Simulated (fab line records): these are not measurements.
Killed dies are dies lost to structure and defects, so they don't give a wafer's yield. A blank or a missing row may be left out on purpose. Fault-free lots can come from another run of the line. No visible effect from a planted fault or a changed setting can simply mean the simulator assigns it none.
Chamber matching    flow sfq_line    cmp-01 running SFQ_TRILAYER_I4_CMP_CMP_100: 4 sister chambers
The step polishes SiO2. 4 wafers are shown with their chamber, then 7 later ones without.

== WAFERS PAIRED WITH THEIR CHAMBERS ==
wafer   chamber  motor_current_A (A)
L928.2  3        9.8
L929.2  2        10.7
L929.6  0        10.7
L934.1  1        9.6

== WAFERS MISSING THEIR CHAMBER ==
wafer   motor_current_A (A)
L934.6  10.1
L943.1  11.3
L943.4  8.5
L943.6  11.3
L945.2  9.0
L945.1  10.9
L945.6  11.3

== CHAMBER TAKEN BY EACH ==
wafer   from the rows above                in truth
L934.6  can't be placed: 3 or 1 or 0 or 2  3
L943.1  can't be placed: 0 or 2 or 3 or 1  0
L943.4  can't be placed: 1 or 3 or 0 or 2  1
L943.6  can't be placed: 0 or 2 or 3 or 1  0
L945.2  can't be placed: 1 or 3 or 0 or 2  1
L945.1  can't be placed: 0 or 2 or 3 or 1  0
L945.6  can't be placed: 0 or 2 or 3 or 1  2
Placed correctly: 0 of 7. Cannot be placed on the basis of these rows: 7; the candidates contain the true chamber in 7. 0 placed wrongly.
How it was worked out, from the rows above alone: a wafer's distance from a chamber is the root of the sum, over the readings, of the square of ((its reading less the chamber's mean) divided by the reading's scatter). The wafer belongs to the nearest chamber; if the next one is less than 2 further off, it can't be placed. For every chamber, the mean is computed from those of its wafers that are shown. The scatter: with one shown wafer a chamber, the root of the mean of the squares of how far each hidden wafer lies from its nearest shown one.
